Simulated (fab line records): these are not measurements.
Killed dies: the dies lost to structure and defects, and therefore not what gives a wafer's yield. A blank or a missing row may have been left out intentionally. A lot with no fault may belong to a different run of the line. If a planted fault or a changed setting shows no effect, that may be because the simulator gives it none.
The tool behind it: which one? | flow sky130 | 6 lots with 18 wafers sampled at 4 steps, on a route of 708 steps

## WHAT THE GAUGES READ, wafer by wafer
SKY_VIA3_CD_MEAS_12 targets a cd of 200 nm.
lot  | measured     | on        | cd-nm (nm)
L927 | day 39 20:16 | cd-sem-01 | 198.5 197.8 199.6
L931 | day 41 00:35 | cd-sem-01 | 199.2 197.3 198.9
L936 | day 42 11:44 | cd-sem-01 | 200.0 198.8 199.0
L940 | day 43 14:12 | cd-sem-02 | 200.4 201.7 201.5
L945 | day 45 01:41 | cd-sem-02 | 200.8 201.1 200.5
L949 | day 45 14:35 | cd-sem-02 | 200.6 199.8 200.9

## EACH LOT AND THE TOOL THAT RAN IT (in order: tool; ch and the chambers of the sampled wafers; start)
lot  | SKY_VIA2_CMP_02               | SKY_VIA2_CVD_21               | SKY_METAL3_ETCH_16
L927 | cmp-02 ch 0,1,3, day 35 10:25 | cvd-w-01 ch 0,1, day 36 13:58 | rie-metal-03 ch 0,1, day 38 18:17
L931 | cmp-01 ch 0,1, day 36 16:22   | cvd-w-02 ch 0,1, day 37 18:56 | rie-metal-01 ch 0, day 39 22:23
L936 | cmp-01 ch 2,3, day 38 07:41   | cvd-w-01 ch 0,1, day 39 09:03 | rie-metal-04 ch 0, day 41 10:53
L940 | cmp-02 ch 0,3, day 39 10:58   | cvd-w-02 ch 0,1, day 40 12:27 | rie-metal-03 ch 0,1, day 42 12:37
L945 | cmp-02 ch 0,1,2, day 41 02:14 | cvd-w-02 ch 1, day 42 02:59   | rie-metal-01 ch 0,1, day 44 02:41
L949 | cmp-01 ch 0,2,3, day 41 16:52 | cvd-w-01 ch 0,1, day 42 17:02 | rie-metal-04 ch 0,1, day 44 16:16
- SKY_VIA2_CMP_02: polishes SiO2.
- SKY_VIA2_CVD_21: deposits W, target thk 420 nm, time 126.4 s.
- SKY_METAL3_ETCH_16: etches BARC in N2/H2, stops on SiO2, time 88.2 s, target depth 60 nm.

## THE ANSWER, worked out from the rows above alone
Rule: what is usual is taken from the lots themselves. Put in order of their means at a reading, lots are off if they are a third of the lots or fewer, leave a main group of 4 or more, and stand apart from it by a gap of 3 or more times the standard deviation of the main group's means; of several such gaps the widest counts. The tables above print the reading to a certain number of digits; a main group whose means all agree to those digits is not used. A lot without any number at a reading at which 4 lots or more have one is off too. The other lots that the step has rows for count as sound.
None of the lots is off at any reading shown; this tells nothing.

## WHAT THE SIMULATOR PUT IN
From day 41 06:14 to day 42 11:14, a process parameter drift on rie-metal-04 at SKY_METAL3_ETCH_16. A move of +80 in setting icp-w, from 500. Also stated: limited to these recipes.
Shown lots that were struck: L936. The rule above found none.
